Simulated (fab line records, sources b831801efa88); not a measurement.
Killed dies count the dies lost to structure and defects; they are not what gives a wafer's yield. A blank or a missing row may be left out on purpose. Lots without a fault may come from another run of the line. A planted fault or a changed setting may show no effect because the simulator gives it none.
The tool behind it: which one? ; flow gf180mcu ; 6 lots, 18 wafers sampled, at 3 steps of a route of 602

== WHAT THE GAUGES SHOWED, per wafer ==
GF_PSD_RS_MEAS_14: the measuring method here is four-point-probe.
lot;measured;on;NSD_RS (ohm/sq)
L290;day 14 19:09;film-metro-03;46.00 45.99 46.08
L292;day 15 11:23;film-metro-03;46.24 46.19 46.23
L296;day 16 19:01;film-metro-04;46.88 46.98 46.95
L307;day 20 22:43;film-metro-03;46.26 46.26 46.17
L310;day 22 00:03;film-metro-02;46.20 46.20 46.16
L311;day 22 10:49;film-metro-04;46.03 46.19 46.20

== TOOL THAT RAN EACH LOT (tool first, then ch and the chambers of the sampled wafers, then the start) ==
lot;GF_HV_LDD_STRIP_37;GF_NSD_IMPLANT_10
L290;plasma-asher-02 ch 0,1, day 12 03:02;implanter-01 ch 0, day 13 21:30
L292;plasma-asher-04 ch 0,1, day 12 17:34;implanter-03 ch 0, day 14 13:55
L296;plasma-asher-03 ch 0,1, day 13 21:27;implanter-03 ch 0, day 15 20:01
L307;plasma-asher-02 ch 0,1, day 17 17:44;implanter-02 ch 0, day 19 22:19
L310;plasma-asher-02 ch 0,1, day 18 19:01;implanter-01 ch 0, day 21 00:02
L311;plasma-asher-04 ch 0,1, day 19 07:56;implanter-02 ch 0, day 21 11:03
- GF_HV_LDD_STRIP_37: strips in O2/N2.
- GF_NSD_IMPLANT_10

== THE ANSWER, worked out from the rows above alone ==
Rule: what is usual is taken from the lots themselves. Put in order of their means at a reading, lots are off if they are a third of the lots or fewer, leave a main group of 4 or more, and stand apart from it by a gap of 3 or more times the standard deviation of the main group's means; of several such gaps the widest counts. A main group is skipped when, at the precision printed for the reading in the tables above, its means are all equal. A lot without any number at a reading at which 4 lots or more have one is off too. The other lots that the step has rows for count as sound.
Off: L296, at GF_PSD_RS_MEAS_14 (NSD_RS). Mean 46.16 ohm/sq and standard deviation 0.075 in the main group.
A tool fits if, at a process step before that reading, it ran every lot that is off, and no sound lot after the first of them. Those tools and the gauges at GF_PSD_RS_MEAS_14 are tried in the same way. Can't be told from this: 2 tools fit, plasma-asher-03 at GF_HV_LDD_STRIP_37, implanter-03 at GF_NSD_IMPLANT_10.

== WHAT THE SIMULATOR HAD PUT IN ==
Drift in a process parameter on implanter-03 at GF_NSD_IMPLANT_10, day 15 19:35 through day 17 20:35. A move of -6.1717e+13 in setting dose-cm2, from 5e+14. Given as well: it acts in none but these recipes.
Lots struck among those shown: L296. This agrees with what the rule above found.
